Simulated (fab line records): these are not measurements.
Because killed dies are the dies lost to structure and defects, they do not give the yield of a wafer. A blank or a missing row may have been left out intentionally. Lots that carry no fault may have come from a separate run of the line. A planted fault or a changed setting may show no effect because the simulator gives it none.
Struck lot and sound lot, side by side / flow sky130 / 34 steps out of a route of 708
Sound: the wafers L268.2, L268.3, L268.6. Struck: wafers L276.1, L276.3, L276.6. The cause is named last.
At each step with rows: each side's tool, then ch and its chambers, then its first start. Under that, the readings that differ: sound wafers / struck wafers / difference of the means / sigmas: that difference in standard deviations of wafers without a fault.
alike: words and numbers the same on both sides, and readings whose means are apart by under 2 such deviations; not compared: readings that were withheld, readings missing a value for some wafer, numbers with overlapping values and no deviation given by the record, and bounds like >300 which may hide the same value.
Wherever a step has rows on one side only, a row that says differs or no value, or a row with sigmas, the two part there. Non-overlapping numbers with no deviation appear without sigmas and do not part them. A reading missing from all wafers of one side parts the sides only when that side holds two or more wafers.

first, 4 steps without rows for these wafers: SKY_PWDE_SOFTBAKE_03; SKY_PWDE_EXPOSE_04 (exposes mask PWDEM, target cd 840 nm); SKY_PWDE_PEB_05; SKY_PWDE_DEVELOP_06 (develop time 60 s).
SKY_PWDE_OVL_MEAS_07:
  struck on overlay-01, day 6 05:31; sound on overlay-02, day 4 07:16
  alike: PWDE_OVL
following that, these wafers have no rows for 1 step: SKY_PWDE_IMPLANT_08.
SKY_PWDE_STRIP_09: strips in O2/N2.
  sound on plasma asher-04 ch 0, day 4 07:27; struck on plasma asher-04 ch 0, day 6 05:42
  alike: drypump motor current A, o2 flow sccm, oes product au, strip time to endpoint s
  not compared: rf hours counter h
SKY_PWDE_TW_MEAS_10:
  struck on film metro-02, day 6 05:48; sound on film metro-03, day 4 07:34
  alike: PWDE_TW
then, 4 steps without rows for these wafers: SKY_NWELL_DEHYDRATE_03 (time 60 s); SKY_NWELL_HMDS_04 (prime time 60 s); SKY_NWELL_COAT_05 (resist thk 3000 nm); SKY_NWELL_SOFTBAKE_06.
SKY_NWELL_EXPOSE_07: exposes mask NWM, target cd 840 nm.
  sound on iline stepper-01 ch 0, day 4 15:59; struck on iline stepper-02 ch 0, day 6 14:55
reading=mask; sound=NWM#0 NWM#0 NWM#0; struck=NWM_COMPLEMENT#0 NWM_COMPLEMENT#0 NWM_COMPLEMENT#0; difference=differs; sigmas=
  alike: focus offset nm
then, 2 steps without rows for these wafers: SKY_NWELL_PEB_08; SKY_NWELL_DEVELOP_09 (develop time 60 s).
SKY_NWELL_OVL_MEAS_10:
  struck on overlay-01, day 7 00:48; sound on overlay-01, day 5 00:01
reading=NWELL_00_OVL (nm); sound=-1.0 0.0 0.7; struck=- - -; difference=no value on the struck wafers; sigmas=
then, 3 steps without rows for these wafers: SKY_NWELL_IMPLANT_11; SKY_NWELL_IMPLANT_12; SKY_NWELL_IMPLANT_13.
SKY_NWELL_STRIP_14: strips in O2/N2.
  sound on plasma asher-04 ch 0,1, day 5 00:30; struck on plasma asher-04 ch 0,1, day 7 01:17
reading=strip time to endpoint s (s); sound=37.20 37.26 37.33; struck=36.98 37.06 37.07; difference=-0.23; sigmas=-2
  alike: drypump motor current A, o2 flow sccm, oes product au
  not compared: rf hours counter h
SKY_NWELL_TW_MEAS_15:
  struck on film metro-02, day 7 01:23; sound on film metro-02, day 5 00:37
reading=NWELL_TW; sound=1819 1806 1814; struck=30 30 30; difference=-1783; sigmas=-89
then, 7 steps without rows for these wafers: SKY_NWELL_DEHYDRATE_16 (time 60 s); SKY_NWELL_HMDS_17 (prime time 60 s); SKY_NWELL_COAT_18 (resist thk 3000 nm); SKY_NWELL_SOFTBAKE_19; SKY_NWELL_EXPOSE_20 (exposes mask NWM COMPLEMENT, target cd 840 nm); SKY_NWELL_PEB_21; SKY_NWELL_DEVELOP_22 (develop time 60 s).
SKY_NWELL_OVL_MEAS_23:
  struck on overlay-01, day 7 21:07; sound on overlay-02, day 5 18:55
  alike: NWELL_01_OVL
following that, these wafers have no rows for 1 step: SKY_NWELL_IMPLANT_24.
SKY_NWELL_STRIP_25: strips in O2/N2.
  sound on plasma asher-02 ch 0,1, day 5 19:06; struck on plasma asher-03 ch 1, day 7 21:18
  alike: drypump motor current A, o2 flow sccm, oes product au, strip time to endpoint s
  not compared: rf hours counter h
SKY_NWELL_TW_MEAS_26:
  struck on film metro-02, day 7 21:24; sound on film metro-02, day 5 19:13
reading=NWELL_2_TW; sound=496 494 496; struck=1820 1825 1829; difference=+1329; sigmas=+99 or more
then, 1 step without rows for these wafers: SKY_NWELL_CLEAN_27 (cleans in SC1/SC2, time 150 s).
-- the record jumps here: 40 days lie between the struck wafers' starts before and after (it left off in module NWELL and takes up again in module PAD_OPEN, whose first step shown is number 708 of the route) --
SKY_PAD_OPEN_PROBE_99:
  struck on prober-02, day 48 06:41; sound on prober-02, day 46 01:17
reading=killed at front end; sound=14 12 17; struck=426 429 421; difference=+411; sigmas=+91
reading=killed dies; sound=73 68 94; struck=492 492 492; difference=+414; sigmas=+44
reading=killed on rim; sound=17 9 20; struck=96 96 96; difference=+81; sigmas=+21
  alike: killed_at_M0_to_M3, killed_at_M4_up, killed at contacts, killed at other, killed open, killed short

WHERE THEY PART
Earliest at SKY_NWELL_EXPOSE_07; latest, in this record, at SKY_PAD_OPEN_PROBE_99.

WHY: what had been put in by the simulator
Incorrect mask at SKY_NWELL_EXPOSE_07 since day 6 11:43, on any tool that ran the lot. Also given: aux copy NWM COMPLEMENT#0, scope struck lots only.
